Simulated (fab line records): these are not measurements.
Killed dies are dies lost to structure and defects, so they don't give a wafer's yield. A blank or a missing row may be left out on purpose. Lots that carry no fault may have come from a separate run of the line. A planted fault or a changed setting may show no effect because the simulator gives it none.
Chamber matching ; flow gf180mcu ; GF_STI_CMP_25 on cmp-01: 4 sister chambers
The step polishes, stops on Si3N4, t overpolish 33 s, target thk 524.6 nm. 8 wafers are shown with their chamber, then 7 later ones without.

EACH WAFER AND ITS CHAMBER
wafer;chamber;motor_current_A (A);overpolish_run_s (s)
L302.5;0;11.3;32.996
L315.3;2;11.0;33.002
L316.3;3;12.5;32.992
L318.2;0;10.9;32.989
L318.4;1;11.8;32.998
L318.5;3;13.3;32.984
L319.2;1;12.1;33.004
L319.3;2;11.6;32.999

WAFERS MISSING THEIR CHAMBER
wafer;motor_current_A (A);overpolish_run_s (s)
L319.6;11.6;33.015
L321.1;13.0;32.995
L321.4;11.1;33.011
L321.5;11.0;33.013
L322.1;11.1;33.012
L322.4;10.9;32.989
L322.6;12.6;32.997

THE CHAMBER EACH PASSED THROUGH
wafer;from the rows above;in truth
L319.6;can't be placed: 1 or 2 or 0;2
L321.1;can't be placed: 3 or 1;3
L321.4;can't be placed: 2 or 1 or 0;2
L321.5;can't be placed: 2 or 1 or 0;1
L322.1;can't be placed: 2 or 1 or 0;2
L322.4;can't be placed: 0 or 2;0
L322.6;can't be placed: 1 or 3 or 2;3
0 of 7 placed correctly. These rows do not allow placing 7 (true chamber among the candidates in 7). Wrongly placed: 0.
How it was worked out, from the rows above alone: a wafer's distance from a chamber is the root of the sum, over the readings, of the square of ((its reading less the chamber's mean) divided by the reading's scatter). If the next closest chamber is less than 2 further off than the closest, the wafer can't be placed; otherwise it belongs to the closest. Each chamber's mean is taken over the wafers shown for it. How the scatter is found: for the shown wafers, subtract from each reading the mean of its chamber, square and add these, divide the total by (wafers less chambers), then take the root.
